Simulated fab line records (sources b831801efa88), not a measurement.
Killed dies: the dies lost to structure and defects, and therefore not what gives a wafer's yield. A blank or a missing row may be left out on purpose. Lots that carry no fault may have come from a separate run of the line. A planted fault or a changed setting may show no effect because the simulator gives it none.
fab line records    flow gf180mcu
record: lots: 5  wafers: 15  last_day: 32
route steps=602 shown M3@419 V3@429
lots with no fault: from the same line, run without faults
start_h: start of the lot's first displayed wafer, in hours after the record's first day    wait_h: hours since the lot's step before    " identical to the entry in the row above    L1.1+2: several wafers, shown together as one row    - value missing, or start not given    * or withheld: withheld    < > ~ a bound
route shown NAME@n: NAME is a module with steps in the file, n the number in the route of the first one    usual: the fault-free wafers' mean and standard deviation    same: alike in all rows    chamber/n: place in a boat    sites: per-site readings    _std_site: standard deviation of those values    _edge_site: the outer-site mean with the inner-site mean subtracted    radius_mm: how far each site lies from the wafer's centre    mask NAME#n: copy n    behind: the most recent tool/chamber to have shaped the wafer    hold: what put the lot on hold/how long, in hours/how the hold closed    device: the transistor (n, p or np) that didn't switch    end of line: the tests these same wafers got at the end of their route    a step given without rows: its recipe and nothing more    killed: the dies lost at the first sort to structure and to defects; this is not the yield of the wafer    map: a wafer's dies, x killed, . not, _ none there
set.NAME: the setting the step ran with; set.NAME@STEP: the setting that earlier step ran with    model.NAME: the simulator's own value behind a step, which no gauge read
lots at selected steps of the route; one table per step, one row per wafer
services: when a tool's chamber went out of use (start_h, in hours from the record's first day, below 0 if earlier), for how many hours, and the reason
== steps ==
step: GF_M3_SOFTBAKE_10
recipe: temp_c: 130  time_s: 60  resist: KrF
same: time_s: 60
lot.wafer   tool            chamber  start_h  wait_h
L077.4+5+6  litho_track-04  0        510.15   0.1
L081.2+3+4  litho_track-03  0        550.93   0.1
L084.3+5+6  litho_track-02  0        563.23   0.1
L085.1+3+4  litho_track-04  0        573.63   0.1
L089.4+5+6  litho_track-03  0        602.23   0.1
step: GF_M3_EXPOSE_11
recipe: mask_id: Metal3  target_cd_nm: 280  na: 0.68  source_shape: conventional  sigma_outer: 0.6  dose_mj: 28
usual: reticle_temp_C: 22.98/0.12  stage_vel_mm_s: 499.99/0.25
same: na: 0.68
lot.wafer  tool            chamber  start_h  wait_h  mask      reticle_temp_C  stage_vel_mm_s
L077.4     krf_scanner-02  0        -        -       Metal3#0  23.15           500.35
L077.5     "               0        "        "       Metal3#0  22.91           500.17
L077.6     "               0        "        "       Metal3#0  23.04           500.10
L081.2     krf_scanner-01  0        -        -       Metal3#0  22.89           499.67
L081.3     "               0        "        "       Metal3#0  22.97           500.07
L081.4     "               0        "        "       Metal3#0  22.93           499.77
L084.3     krf_scanner-02  0        -        -       Metal3#0  22.97           500.27
L084.5     "               0        "        "       Metal3#0  22.87           500.05
L084.6     "               0        "        "       Metal3#0  22.87           500.25
L085.1     krf_scanner-02  0        -        -       Metal3#0  22.86           499.87
L085.3     "               0        "        "       Metal3#0  22.85           500.09
L085.4     "               0        "        "       Metal3#0  23.04           499.64
L089.4     krf_scanner-01  0        -        -       Metal3#0  23.10           499.87
L089.5     "               0        "        "       Metal3#0  22.95           499.81
L089.6     "               0        "        "       Metal3#0  22.89           500.14
step: GF_M3_PEB_12
recipe: peb_temp_c: 135  peb_time_s: 90  resist: KrF
lot.wafer   tool            chamber  start_h  wait_h
L077.4+5+6  litho_track-02  0        -        -
L081.2+3+4  litho_track-02  0        -        -
L084.3+5+6  litho_track-03  0        -        -
L085.1+3+4  litho_track-03  0        -        -
L089.4+5+6  litho_track-03  0        -        -
step: GF_M3_DEVELOP_13
recipe: develop_time_s: 60  dev_temp_c: 21
lot.wafer   tool            chamber  start_h  wait_h
L077.4+5+6  litho_track-02  0        521.01   0.1
L081.2+3+4  litho_track-02  0        561.86   0.2
L084.3+5+6  litho_track-03  0        573.81   0.1
L085.1+3+4  litho_track-03  0        584.91   0.2
L089.4+5+6  litho_track-03  0        612.53   0.1
step: GF_M3_CD_MEAS_14
recipe: target_cd_nm: 280
usual: cd_nm: 280.0/0.93
lot.wafer  tool       chamber  start_h  wait_h  cd_nm
L077.4     cd_sem-01  -        521.14   0.1     281.9
L077.5     "          -        "        "       281.8
L077.6     "          -        "        "       282.5
L081.2     cd_sem-01  -        562.00   0.1     281.2
L081.3     "          -        "        "       280.0
L081.4     "          -        "        "       279.2
L084.3     cd_sem-01  -        573.95   0.1     280.4
L084.5     "          -        "        "       280.2
L084.6     "          -        "        "       279.0
L085.1     cd_sem-01  -        585.06   0.1     280.8
L085.3     "          -        "        "       280.0
L085.4     "          -        "        "       279.1
L089.4     cd_sem-01  -        612.67   0.1     279.0
L089.5     "          -        "        "       277.5
L089.6     "          -        "        "       279.3
step: GF_M3_OVL_MEAS_15
usual: M3_OVL: 1/7.1
lot.wafer  tool        chamber  start_h  wait_h  M3_OVL[nm]
L077.4     overlay-01  -        521.22   0.1     5
L077.5     "           -        "        "       2
L077.6     "           -        "        "       5
L081.2     overlay-02  -        562.11   0.1     12
L081.3     "           -        "        "       4
L081.4     "           -        "        "       15
L084.3     overlay-01  -        574.04   0.1     4
L084.5     "           -        "        "       -8
L084.6     "           -        "        "       -1
L085.1     overlay-01  -        585.18   0.1     6
L085.3     "           -        "        "       3
L085.4     "           -        "        "       13
L089.4     overlay-01  -        612.75   0.1     4
L089.5     "           -        "        "       9
L089.6     "           -        "        "       -2
step: GF_M3_METAL_ETCH_16
recipe: chemistry: Cl2/BCl3  mask_material: KrF  target_depth_nm: 627.5  stop_on: SiO2  pressure_mtorr: 8  icp_w: 800  bias_w: 140  Cl2_flow_sccm: 80  bcl3_flow_sccm: 40  time_s: 104.6
usual: bcl3_flow_sccm: 40.01/0.13  drypump_motor_current_A: 5.9/0.4  oes_product_au: 0.973/0.0055  throttle_valve_pct: 28.249/0.01
same: time_s: 104.6
lot.wafer  tool          chamber  start_h  wait_h  bcl3_flow_sccm  drypump_motor_current_A  oes_product_au  rf_hours_counter_h  throttle_valve_pct
L077.4     rie_metal-04  1        521.28   0.0     40.09           6.3                      0.973           -                   28.236
L077.5     "             1        "        "       40.06           6.4                      0.969           -                   28.243
L077.6     "             0        "        "       39.99           5.4                      0.976           -                   28.257
L081.2     rie_metal-04  0        562.14   0.0     39.76           5.4                      0.976           11                  28.256
L081.3     "             1        "        "       40.03           6.3                      0.974           -                   28.244
L081.4     "             0        "        "       39.88           5.4                      0.975           -                   28.238
L084.3     rie_metal-01  0        574.10   0.1     39.86           5.7                      0.976           -                   28.250
L084.5     "             0        "        "       40.02           5.7                      0.973           -                   28.244
L084.6     "             1        "        "       40.07           5.5                      0.979           -                   28.256
L085.1     rie_metal-04  0        585.21   0.0     40.14           5.4                      0.968           11                  28.253
L085.3     "             1        "        "       40.21           6.4                      0.964           -                   28.245
L085.4     "             0        "        "       40.20           5.4                      0.960           -                   28.253
L089.4     rie_metal-03  0        612.80   0.0     40.05           6.3                      0.977           -                   28.259
L089.5     "             0        "        "       40.06           6.3                      0.973           -                   28.237
L089.6     "             1        "        "       40.15           6.3                      0.981           -                   28.227
step: GF_M3_STRIP_17
recipe: chemistry: O2/N2  power_w: 1400  pressure_mtorr: 1500  platen_temp_c: 250  o2_flow_sccm: 3000  n2_flow_sccm: 300  overash_fraction: 0.5
usual: drypump_motor_current_A: 5.9/0.53  heater_power_w: 331/28  oes_product_au: 0.557/0.0049  strip_time_to_endpoint_s: 7.86/0.038
lot.wafer  tool             chamber  start_h  wait_h  drypump_motor_current_A  heater_power_w  oes_product_au  rf_hours_counter_h  strip_time_to_endpoint_s
L077.4     plasma_asher-03  1        521.39   0.1     6.6                      309             0.552           -                   7.81
L077.5     "                0        "        "       6.1                      347             0.557           -                   7.87
L077.6     "                1        "        "       6.6                      308             0.550           -                   7.86
L081.2     plasma_asher-03  0        562.25   0.1     6.1                      357             0.559           46                  7.85
L081.3     "                0        "        "       6.1                      353             0.557           -                   7.84
L081.4     "                1        "        "       6.6                      306             0.559           -                   7.86
L084.3     plasma_asher-04  0        574.21   0.1     5.5                      344             0.561           -                   7.86
L084.5     "                0        "        "       5.5                      343             0.551           -                   7.86
L084.6     "                1        "        "       5.2                      360             0.562           -                   7.86
L085.1     plasma_asher-01  1        585.33   0.1     5.4                      288             0.552           95                  7.87
L085.3     "                0        "        "       5.2                      356             0.553           -                   7.87
L085.4     "                1        "        "       5.4                      281             0.552           -                   7.86
L089.4     plasma_asher-03  0        612.91   0.1     6.1                      347             0.562           -                   7.87
L089.5     "                1        "        "       6.6                      302             0.556           -                   7.85
L089.6     "                0        "        "       6.1                      344             0.552           -                   7.81
step: GF_M3_STRIP_18
recipe: chemistry: post_etch_residue_remover  time_s: 1200  temp_c: 72.5
same: time_s: 1200
lot.wafer   tool          chamber  start_h  wait_h
L077.4+5+6  wet_bench-04  0        521.45   0.0
L081.2+3+4  wet_bench-04  0        562.35   0.1
L084.3+5+6  wet_bench-02  2        574.28   0.0
L085.1+3+4  wet_bench-02  1        585.43   0.1
L089.4+5+6  wet_bench-04  1        612.98   0.0
step: GF_M3_CLEAN_19
recipe: chemistry: DIW  dry: n2_spin
lot.wafer   tool          chamber  start_h  wait_h
L077.4+5+6  wet_bench-02  0        521.79   0.0
L081.2+3+4  wet_bench-01  0        562.69   0.0
L084.3+5+6  wet_bench-01  2        574.65   0.0
L085.1+3+4  wet_bench-01  2        585.80   0.0
L089.4+5+6  wet_bench-02  3        613.35   0.0
step: GF_V3_CVD_00
recipe: material: SiO2  target_thk_nm: 600  sigma_open_frac: 0.3  temp_c: 400  time_s: 100  sih4_flow_sccm: 60  pressure_mtorr: 6
same: time_s: 100
lot.wafer   tool       chamber  start_h  wait_h
L077.4+5+6  hdpcvd-02  0,2,1    521.93   0.0
L081.2+3+4  hdpcvd-02  0,2,0    562.79   0.0
L084.3+5+6  hdpcvd-02  2,0,2    574.74   0.0
L085.1+3+4  hdpcvd-02  2,1,2    585.89   0.0
L089.4+5+6  hdpcvd-02  0,1,2    613.48   0.0
step: GF_V3_THK_MEAS_01
recipe: reads: SiO2_of_V3_CVD_00
usual: V3_CVD_00_THK: 601/6.7
lot.wafer  tool           chamber  start_h  wait_h  V3_CVD_00_THK[nm]
L077.4     film_metro-02  -        522.00   0.0     599
L077.5     "              -        "        "       593
L077.6     "              -        "        "       602
L081.2     film_metro-03  -        562.87   0.0     605
L081.3     "              -        "        "       598
L081.4     "              -        "        "       597
L084.3     film_metro-04  -        574.83   0.1     598
L084.5     "              -        "        "       595
L084.6     "              -        "        "       591
L085.1     film_metro-03  -        585.96   0.0     599
L085.3     "              -        "        "       605
L085.4     "              -        "        "       598
L089.4     film_metro-03  -        613.54   0.0     595
L089.5     "              -        "        "       603
L089.6     "              -        "        "       593
step: GF_V3_CVD_02
recipe: material: SiO2  target_thk_nm: 850  precursor: TEOS  temp_c: 400  time_s: 94.851  rf_w: 600
usual: heater_power_w: 671/100
same: time_s: 94.851
lot.wafer  tool      chamber  start_h  wait_h  heater_power_w
L077.4     pecvd-04  1        522.06   0.1     733
L077.5     "         2        "        "       684
L077.6     "         0        "        "       593
L081.2     pecvd-01  1        562.92   0.0     599
L081.3     "         0        "        "       712
L081.4     "         1        "        "       652
L084.3     pecvd-03  1        574.91   0.1     592
L084.5     "         1        "        "       459
L084.6     "         2        "        "       689
L085.1     pecvd-03  2        586.02   0.1     813
L085.3     "         0        "        "       670
L085.4     "         0        "        "       696
L089.4     pecvd-04  0        613.61   0.1     646
L089.5     "         2        "        "       643
L089.6     "         1        "        "       761
step: GF_V3_THK_MEAS_03
recipe: reads: SiO2_of_V3_CVD_02
usual: V3_CVD_02_THK: 847/12
lot.wafer  tool           chamber  start_h  wait_h  V3_CVD_02_THK[nm]
L077.4     film_metro-04  -        522.13   0.0     857
L077.5     "              -        "        "       850
L077.6     "              -        "        "       854
L081.2     film_metro-02  -        563.00   0.0     849
L081.3     "              -        "        "       843
L081.4     "              -        "        "       856
L084.3     film_metro-03  -        575.00   0.1     860
L084.5     "              -        "        "       856
L084.6     "              -        "        "       838
L085.1     film_metro-04  -        586.09   0.0     851
L085.3     "              -        "        "       854
L085.4     "              -        "        "       866
L089.4     film_metro-04  -        613.67   0.0     852
L089.5     "              -        "        "       839
L089.6     "              -        "        "       847
step: GF_V3_CMP_04
recipe: material: SiO2  down_force_psi: 4  platen_rpm: 60  pad_velocity_m_s: 0.94248
usual: edge_zone_pressure_frac: 1.000/0.0049  motor_current_A: 12.8/0.86  retaining_ring_pressure_frac: 0.999/0.0054  time_to_endpoint_s: 81/5
lot.wafer  tool    chamber  start_h  wait_h  edge_zone_pressure_frac  motor_current_A  retaining_ring_pressure_frac  time_to_endpoint_s
L077.4     cmp-02  0        522.21   0.1     0.998                    11.6             1.005                         90
L077.5     "       3        "        "       1.004                    13.2             0.994                         83
L077.6     "       0        "        "       1.002                    12.4             1.004                         87
L081.2     cmp-02  1        563.05   0.0     0.999                    12.5             0.996                         79
L081.3     "       2        "        "       1.002                    13.4             0.999                         77
L081.4     "       0        "        "       1.002                    12.4             1.005                         83
L084.3     cmp-01  1        575.04   0.0     0.999                    12.3             1.002                         91
L084.6     "       1        "        "       1.010                    11.9             1.006                         83
L084.5     "       2        "        "       1.002                    11.4             1.002                         86
L085.4     cmp-02  2        586.15   0.0     1.002                    13.3             1.006                         88
L085.3     "       3        "        "       0.998                    12.5             1.007                         82
L085.1     "       1        "        "       1.005                    12.6             0.993                         84
L089.4     cmp-01  0        613.80   0.1     1.006                    11.8             0.998                         82
L089.5     "       2        "        "       1.015                    11.0             0.997                         75
L089.6     "       3        "        "       1.004                    11.7             1.000                         79
step: GF_V3_BOW_MEAS_05
recipe: mode: bow
usual: V3_BOW: 114/9.2
lot.wafer  tool           chamber  start_h  wait_h  V3_BOW[um]
L077.4     film_metro-02  -        522.52   0.3     110
L077.5     "              -        "        "       109
L077.6     "              -        "        "       109
L081.2     film_metro-02  -        563.37   0.3     109
L081.3     "              -        "        "       116
L081.4     "              -        "        "       114
L084.3     film_metro-04  -        575.38   0.3     109
L084.5     "              -        "        "       128
L084.6     "              -        "        "       127
L085.1     film_metro-02  -        586.45   0.1     117
L085.3     "              -        "        "       119
L085.4     "              -        "        "       114
L089.4     film_metro-03  -        614.06   0.2     122
L089.5     "              -        "        "       123
L089.6     "              -        "        "       119
step: GF_V3_DEHYDRATE_06
recipe: temp_c: 200  time_s: 60
same: time_s: 60
lot.wafer   tool            chamber  start_h  wait_h
L077.4+5+6  litho_track-02  0        534.11   11.6
L081.2+3+4  litho_track-01  0        572.99   9.6
L084.3+5+6  litho_track-04  0        585.88   10.5
L085.1+3+4  litho_track-01  0        595.86   9.4
L089.4+5+6  litho_track-01  0        623.19   9.1
step: GF_V3_HMDS_07
recipe: prime_time_s: 60  prime_temp_c: 120
lot.wafer   tool            chamber  start_h  wait_h
L077.4+5+6  litho_track-02  0        534.26   0.1
L081.2+3+4  litho_track-01  0        573.14   0.1
L084.3+5+6  litho_track-04  0        586.03   0.1
L085.1+3+4  litho_track-01  0        596.01   0.1
L089.4+5+6  litho_track-01  0        623.34   0.1
step: GF_V3_COAT_08
recipe: resist: BARC  temp_c: withheld  time_s: withheld  spin_rpm: withheld  resist_thk_nm: withheld
lot.wafer   tool            chamber  start_h  wait_h
L077.4+5+6  litho_track-02  0        534.41   0.1
L081.2+3+4  litho_track-01  0        573.29   0.1
L084.3+5+6  litho_track-04  0        586.18   0.1
L085.1+3+4  litho_track-01  0        596.16   0.1
L089.4+5+6  litho_track-01  0        623.49   0.1
== services ==
tool             chamber  start_h  hours  kind
krf_scanner-01   -        494.70   4.0    pm
krf_scanner-02   -        498.75   1.3    pm
cmp-02           -        498.83   1.2    repair
cmp-02           -        500.10   0.4    repair
krf_scanner-02   -        508.76   0.7    repair
plasma_asher-01  -        510.74   4.3    pm
pecvd-03         -        511.58   0.5    repair
rie_metal-03     -        515.55   2.8    pm
hdpcvd-02        -        539.25   15.0   pm
krf_scanner-02   -        542.09   0.8    pm
pecvd-03         0        544.05   9.5    repair
cmp-02           -        545.42   0.8    repair
krf_scanner-01   -        549.28   0.8    pm
pecvd-04         -        554.65   1.0    repair
pecvd-03         0        566.17   14.8   repair
krf_scanner-02   -        571.87   1.0    pm
cmp-02           -        575.96   4.0    pm
plasma_asher-04  -        584.24   17.2   pm
krf_scanner-02   -        588.42   0.7    repair
pecvd-01         -        591.12   14.0   pm
cmp-02           -        591.54   3.5    pm
pecvd-03         -        596.83   14.6   pm
plasma_asher-04  -        605.81   30.2   repair
pecvd-01         -        622.90   1.2    repair
== key ==
fault none
